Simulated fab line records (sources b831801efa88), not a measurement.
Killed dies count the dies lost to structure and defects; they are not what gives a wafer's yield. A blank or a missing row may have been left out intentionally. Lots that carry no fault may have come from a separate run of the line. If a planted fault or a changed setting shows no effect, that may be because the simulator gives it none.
Struck lot and sound lot, side by side	flow sky130	38 out of 708 route steps
Sound: wafers L335.1, L335.5, L335.6. Wafers struck: L323.1, L323.3, L323.5. At the end, the cause is stated.
Per side, at each step with rows, come the tool, then ch with its chambers, and then its first start. Under that, the readings that differ: sound wafers	struck wafers	difference of the means	sigmas: that difference in standard deviations of wafers without a fault.
alike: words and numbers the same on both sides, and readings whose means are apart by under 2 such deviations; not compared: readings that were withheld, readings missing a value for some wafer, numbers with overlapping values and no deviation given by the record, and bounds like >300 which may hide the same value.
The two part at a step that has a row with sigmas, a row that says differs or no value, or rows on one side only. Numbers that have no deviation but don't overlap get no sigmas and don't part them. A reading that every wafer of one side lacks parts them only if that side has two wafers or more.

first, 10 steps without rows for these wafers: SKY_RES_PROTECT_DEHYDRATE_00 (time 60 s); SKY_RES_PROTECT_HMDS_01 (prime time 60 s); SKY_RES_PROTECT_COAT_02 (resist thk 1140 nm); SKY_RES_PROTECT_SOFTBAKE_03 (time 60 s); SKY_RES_PROTECT_EXPOSE_04 (exposes mask RPM, target cd 1270 nm); SKY_RES_PROTECT_PEB_05; SKY_RES_PROTECT_DEVELOP_06 (develop time 60 s); SKY_POLY_GATE_IMPLANT_02; SKY_RES_PROTECT_STRIP_07 (strips in O2/N2); SKY_RES_PROTECT_CLEAN_09 (cleans in SC1/SC2, time 150 s).
SKY_POLY_GATE_CVD_03: deposits Si3N4 from DCS/NH3, target thk 75 nm, time 1290 s.
  sound on lpcvd-02 ch 1, day 22 15:42; struck on lpcvd-02 ch 0, day 18 04:56
reading	sound	struck	difference	sigmas
model.Si3N4_of_POLY_GATE_CVD_03.thk-nm (nm)	74.94 75.33 74.65	54.96 54.93 55.28	-19.92	
SKY_POLY_GATE_THK_MEAS_04:
  sound: film-metro-04 at day 22 17:04; struck: film-metro-01 at day 18 06:17
reading	sound	struck	difference	sigmas
POLY_GATE_CVD_03_THK (nm)	75.0 75.4 74.7	54.9 54.9 55.3	-20.0	-29
then, 9 steps without rows for these wafers: SKY_POLY_GATE_DEHYDRATE_05 (time 60 s); SKY_POLY_GATE_HMDS_06 (prime time 60 s); SKY_POLY_GATE_COAT_07 (resist thk 110 nm); SKY_POLY_GATE_COAT_08 (resist thk 450 nm); SKY_POLY_GATE_SOFTBAKE_09 (time 90 s); SKY_POLY_GATE_EXPOSE_10 (exposes mask P1M, target cd 150 nm); SKY_POLY_GATE_PEB_11; SKY_POLY_GATE_DEVELOP_12 (develop time 60 s); SKY_POLY_GATE_ETCH_15 (etches BARC in N2/H2, stops on SiO2, time 118.5 s, target depth 110 nm).
SKY_POLY_GATE_ETCH_16: etches Si3N4 in CH3F/O2, stops on poly-Si, time 147.5 s, target depth 75 nm.
  sound on rie-diel-02 ch 1,2,3, day 23 23:47; struck on rie-diel-03 ch 1,2, day 19 13:20
reading	sound	struck	difference	sigmas
oes-product-au (a.u.)	0.646 0.631 0.633	0.569 0.558 0.566	-0.072	-14
model.etch.depth-nm (nm)	74.94 75.33 74.65	54.96 54.93 55.28	-19.92	
  alike: O2_flow_sccm, drypump-motor-current-A, throttle-valve-pct
  not compared: rf-hours-counter-h
then, 13 steps without rows for these wafers: SKY_POLY_GATE_ETCH_17 (etches poly-Si in HBr/Cl2, stops on SiO2, target depth 180 nm, time 70.5 s); SKY_POLY_GATE_STRIP_18 (strips in O2/N2); SKY_POLY_GATE_CLEAN_19 (cleans in SC1/SC2, time 150 s); SKY_POLY_GATE_OXIDATION_20 (stabilise 600 s, purge 300 s, target thk 4 nm); SKY_LDD_N_DEHYDRATE_00 (time 60 s); SKY_LDD_N_HMDS_01 (prime time 60 s); SKY_LDD_N_COAT_02 (resist thk 300 nm); SKY_LDD_N_SOFTBAKE_03 (time 60 s); SKY_LDD_N_EXPOSE_04 (exposes mask NTM, target cd 840 nm); SKY_LDD_N_PEB_05; SKY_LDD_N_DEVELOP_06 (develop time 60 s); SKY_LDD_N_IMPLANT_08; SKY_LDD_N_IMPLANT_09.
-- a jump in the record: the struck wafers' starts before and after are 7 days apart (it breaks off in module LDD_N and resumes in module LDD_LDN, where the first step shown is number 303 of the route) --
SKY_LDD_LDN_CLEAN_14: cleans in SC1/SC2, time 150 s.
  sound on wet-bench-04 ch 3, day 30 01:41; struck on wet-bench-04 ch 1, day 26 02:25
reading	sound	struck	difference	sigmas
model.Si3N4_of_POLY_GATE_CVD_03.thk-nm (nm)	74.8 75.2 74.51	54.82 54.79 55.14	-19.92	
SKY_POLY_CUT_ETCH_11: etches Si3N4 in CF4/CH2F2/Ar, stops on poly-Si, time 42.5 s, target depth 60 nm.
  sound on rie-diel-04 ch 2,3, day 31 04:32; struck on rie-diel-01 ch 0,1,3, day 27 10:56
reading	sound	struck	difference	sigmas
oes-product-au (a.u.)	0.834 0.824 0.832	0.709 0.712 0.704	-0.122	-18
throttle-valve-pct (%)	15.002 15.000 15.009	14.976 14.990 14.981	-0.021	-3
model.etch.depth-nm (nm)	61.87 62.11 61.7	45.11 45.11 45.35	-16.70	
model.POLY_CUT.feature-depth-nm (nm)	61.87 62.11 61.7	45.11 45.11 45.35	-16.70	
  alike: cf4-flow-sccm, drypump-motor-current-A
  not compared: rf-hours-counter-h
-- a jump in the record: the struck wafers' starts before and after are 20 days apart (it breaks off in module POLY_CUT and resumes in module PAD_OPEN, where the first step shown is number 708 of the route) --
SKY_PAD_OPEN_PROBE_99:
  the record has rows for the struck wafers here (prober-01, day 47 16:40) and none for the sound ones

## WHERE THEY PART
At SKY_POLY_GATE_THK_MEAS_04 first; at SKY_PAD_OPEN_PROBE_99 last (within this record only).

WHY: the cause the simulator had injected
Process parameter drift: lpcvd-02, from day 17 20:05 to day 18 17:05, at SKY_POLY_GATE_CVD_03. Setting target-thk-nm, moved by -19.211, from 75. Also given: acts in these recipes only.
